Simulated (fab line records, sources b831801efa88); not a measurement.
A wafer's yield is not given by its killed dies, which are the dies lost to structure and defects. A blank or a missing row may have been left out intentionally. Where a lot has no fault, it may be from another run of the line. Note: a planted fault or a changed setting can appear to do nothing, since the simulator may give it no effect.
Matching of chambers    flow sky130    SKY_PASSIVATION_CVD_02 on pecvd-01 has 3 sister chambers
The step deposits Si3N4, target thk 540 nm. 3 wafers are shown with their chamber, then 9 later ones without.

## WAFERS, EACH WITH ITS CHAMBER
wafer   chamber  heater_power_w (W)
L084.6  1        1015
L083.4  0        608
L083.5  2        991

## WAFERS MISSING THEIR CHAMBER
wafer   heater_power_w (W)
L085.1  979
L085.2  984
L085.3  640
L085.4  982
L085.5  668
L085.6  1005
L095.1  976
L095.3  940
L095.6  630

## CHAMBER TAKEN BY EACH
wafer   from the rows above      in truth
L085.1  can't be placed: 2 or 1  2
L085.2  can't be placed: 2 or 1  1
L085.3  0                        0
L085.4  can't be placed: 2 or 1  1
L085.5  0                        0
L085.6  can't be placed: 1 or 2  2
L095.1  can't be placed: 2 or 1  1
L095.3  can't be placed: 2 or 1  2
L095.6  0                        0
Correctly placed: 3 of 9. Can't be placed from these rows: 6 (the true chamber is among the candidates in 6). Placed wrongly: 0.
How it was worked out, from the rows above alone: a wafer's distance from a chamber is the root of the sum, over the readings, of the square of ((its reading less the chamber's mean) divided by the reading's scatter). The wafer belongs to the nearest chamber; if the next one is less than 2 further off, it can't be placed. A chamber's mean is the mean of its shown wafers. The scatter (one wafer shown for each chamber): square how far every hidden wafer sits from the nearest shown wafer, average those squares and take the square root.
